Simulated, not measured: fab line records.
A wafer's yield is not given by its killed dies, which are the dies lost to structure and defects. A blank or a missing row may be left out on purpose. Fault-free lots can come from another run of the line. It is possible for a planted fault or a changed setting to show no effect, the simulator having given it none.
2 desks looking at one fault ; flow sky130 ; numbers are kept per desk, each desk with only its own; the story behind them comes last

## AT THE METROLOGY DESK
What the gauges read for every lot (on any tool): the sampled wafers with a number, averaged. Any lot whose mean is over 4 standard deviations away from the usual mean is out of limits and marked OUT; that distance is given in the brackets.
Columns: A = NWELL_OXIDATION_THK at SKY_NWELL_THK_MEAS_02, usual 9.95 nm; B = DNWELL_TW at SKY_DNWELL_TW_MEAS_09, usual 1119; C = PWDE_OVL at SKY_PWDE_OVL_MEAS_07, usual -1.3 nm; D = PWDE_TW at SKY_PWDE_TW_MEAS_10, usual 376; E = NWELL_00_OVL at SKY_NWELL_OVL_MEAS_10, usual 0.5 nm; F = NWELL_TW at SKY_NWELL_TW_MEAS_15, usual 1820
lot;first seen here;A;B;C;D;E;F
L177;day 3 00:26;10.11;1118;-2.8;377;1.0;1834
L182;day 4 00:07;10.25;1128;-1.4;377;0.0;1814
L183;day 4 05:16;10.25;1107;-1.6;374;1.2;1808
L185;day 4 20:29;10.21;1126;-1.2;376;-0.9;1790
L187;day 5 05:32;9.92;1129;0.5;377;2.5;1791
L196;day 7 03:02;10.21;1125;-1.0;379;1.3;1832
L198;day 7 12:38;9.94;1099;-1.0;371;-0.6;1801
Result from this desk: across the 7 lots, nothing is out of limits.

## DESK OF THE TOOL OWNER: iline-stepper-02
The tool's own readings at SKY_DNWELL_EXPOSE_04 (exposes mask DNM, target cd 3000 nm): means of the sampled wafers that have a number, for each lot that ran on this tool. Any lot whose mean is over 4 standard deviations away from the usual mean is out of limits and marked OUT; that distance is given in the brackets.
Columns: A = reticle-temp-C at SKY_DNWELL_EXPOSE_04, usual 22.99 C
lot;first seen here;A
L177;day 3 08:20;23.08
L182;day 4 08:38;22.96
L183;day 4 14:17;23.06
L185;day 5 05:27;22.98
Result from this desk: across the 4 lots, nothing is out of limits.

## ALL TOGETHER
The metrology desk saw nothing out of limits.
The tool owner's desk saw nothing out of limits.

## WHAT HAD BEEN PUT IN BY THE SIMULATOR
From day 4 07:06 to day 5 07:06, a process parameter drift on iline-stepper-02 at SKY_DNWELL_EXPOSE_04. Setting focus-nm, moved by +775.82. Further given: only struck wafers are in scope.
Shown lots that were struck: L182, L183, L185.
